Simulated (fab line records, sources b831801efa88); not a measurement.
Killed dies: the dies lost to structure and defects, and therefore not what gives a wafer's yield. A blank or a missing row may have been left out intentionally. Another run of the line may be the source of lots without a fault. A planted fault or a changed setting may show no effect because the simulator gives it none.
Which tool did it? | flow gf180mcu | 13 lots, 39 wafers sampled, at 3 steps of a route of 602

== WHAT THE GAUGES READ, wafer by wafer ==
GF_CONTACT_THK_MEAS_01. Usual: CONTACT_CVD_00_THK typically reads 301 nm, with standard deviation 4.2.
lot  | measured     | on            | CONTACT_CVD_00_THK (nm) | flag
L339 | day 15 19:52 | film-metro-02 | 302 298 299             |
L341 | day 16 07:51 | film-metro-01 | 300 302 297             |
L343 | day 17 09:44 | film-metro-01 | 301 301 295             |
L344 | day 17 18:41 | film-metro-04 | 301 308 305             |
L345 | day 18 00:13 | film-metro-02 | 296 300 299             |
L347 | day 18 14:06 | film-metro-04 | 294 305 294             |
L346 | day 18 15:39 | film-metro-04 | 305 299 310             |
L348 | day 18 23:23 | film-metro-02 | 296 300 308             |
L356 | day 21 22:14 | film-metro-02 | 296 293 300             |
L357 | day 22 03:35 | film-metro-04 | 257 259 249             | OFF
L358 | day 22 15:26 | film-metro-02 | 256 251 263             | OFF
L359 | day 22 20:22 | film-metro-04 | 297 303 296             |
L360 | day 23 09:43 | film-metro-04 | 263 250 257             | OFF

GF_CONTACT_OVL_MEAS_15. Usual: CONTACT_OVL typically reads 3 nm, with standard deviation 5.1.
lot  | measured     | on         | CONTACT_OVL (nm) | flag
L339 | day 16 19:27 | overlay-02 | 3 7 4            |
L341 | day 17 07:38 | overlay-02 | 0 0 4            |
L343 | day 18 10:18 | overlay-02 | 1 -1 2           |
L344 | day 18 19:37 | overlay-02 | 7 10 8           |
L345 | day 19 01:20 | overlay-01 | 6 6 8            |
L347 | day 19 15:35 | overlay-02 | 4 -2 3           |
L346 | day 19 16:45 | overlay-02 | 8 7 9            |
L348 | day 20 01:06 | overlay-01 | 3 8 5            |
L356 | day 22 22:41 | overlay-02 | -6 -1 -6         |
L357 | day 23 03:53 | overlay-02 | 11 2 0           |
L358 | day 23 14:58 | overlay-02 | 5 4 7            |
L359 | day 23 20:19 | overlay-02 | 5 6 1            |
L360 | day 24 09:14 | overlay-02 | 3 6 7            |

== EACH LOT AND THE TOOL THAT RAN IT (in order: tool; ch and the chambers of the sampled wafers; start) ==
lot  | GF_CONTACT_CVD_00
L339 | hdpcvd-01 ch 0,1,2, day 15 19:48
L341 | hdpcvd-02 ch 1,2, day 16 07:47
L343 | hdpcvd-01 ch 0,1,2, day 17 09:41
L344 | hdpcvd-01 ch 1,2, day 17 18:38
L345 | hdpcvd-02 ch 0,1, day 18 00:08
L347 | hdpcvd-01 ch 0,1,2, day 18 14:03
L346 | hdpcvd-01 ch 0,1,2, day 18 15:36
L348 | hdpcvd-01 ch 0,1,2, day 18 23:20
L356 | hdpcvd-01 ch 0,2, day 21 22:12
L357 | hdpcvd-01 ch 0,1, day 22 03:31
L358 | hdpcvd-01 ch 0,1, day 22 15:22
L359 | hdpcvd-02 ch 0,1,2, day 22 20:19
L360 | hdpcvd-01 ch 0,1,2, day 23 09:40
- GF_CONTACT_CVD_00: deposits SiO2, target thk 300 nm, time 50 s.

== WHAT THE TOOLS THEMSELVES READ (means of the sampled wafers that have a number; where no wafer has one, the mark that the record gives instead) ==
GF_CONTACT_CVD_00. Usual: sih4-flow-sccm 60.04 sccm, standard deviation 0.17.
lot  | tool      | sih4-flow-sccm (sccm) | flag
L339 | hdpcvd-01 | 60.05                 |
L341 | hdpcvd-02 | 60.05                 |
L343 | hdpcvd-01 | 59.95                 |
L344 | hdpcvd-01 | 60.00                 |
L345 | hdpcvd-02 | 59.82                 |
L347 | hdpcvd-01 | 60.15                 |
L346 | hdpcvd-01 | 59.97                 |
L348 | hdpcvd-01 | 59.94                 |
L356 | hdpcvd-01 | 60.20                 |
L357 | hdpcvd-01 | 51.04                 | OFF
L358 | hdpcvd-01 | 50.96                 | OFF
L359 | hdpcvd-02 | 60.14                 |
L360 | hdpcvd-01 | 51.12                 | OFF

== THE ANSWER, worked out from the rows above alone ==
Rule: a lot counts as off when the mean over its wafers that have a number is more than 3 standard deviations away from the usual mean. Also off: a lot with no number at a reading for which 4 or more lots have one. Any other lot the step has rows for is counted as sound. After the gauges, taken in route order, come the tools' own readings; for these a lot's mean is taken, as printed above. At the first step where some lot is off, the reading lying furthest off is the one used; lots without a number count as furthest.
Off: at GF_CONTACT_THK_MEAS_01 (CONTACT_CVD_00_THK), L357, L358, L360.
A tool fits if, at a process step before that reading, it ran every lot that is off, and no sound lot after the first of them. The gauges at GF_CONTACT_THK_MEAS_01 aren't tried: what is off there is off at GF_CONTACT_CVD_00 too, on other tools, and a gauge's error can't cause that. One fits: GF_CONTACT_CVD_00 on hdpcvd-01. A fault onset in the window from L356 (day 21 22:12, its last sound lot) to L357 (day 22 03:31, its first lot off) fits.
On the lots that are off, the tool's own readings at GF_CONTACT_CVD_00 differ by more than 5 times the standard deviation of the sound lots' means, which bears it out; sih4-flow-sccm reads 51.04 sccm there versus 60.03 sccm on the sound lots.

== WHAT THE SIMULATOR HAD INSERTED ==
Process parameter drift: hdpcvd-01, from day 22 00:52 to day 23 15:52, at GF_CONTACT_CVD_00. A move of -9 in setting sih4-flow-sccm, from 60. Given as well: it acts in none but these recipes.
Shown lots that were struck: L357, L358, L360. Same finding as the rule above.
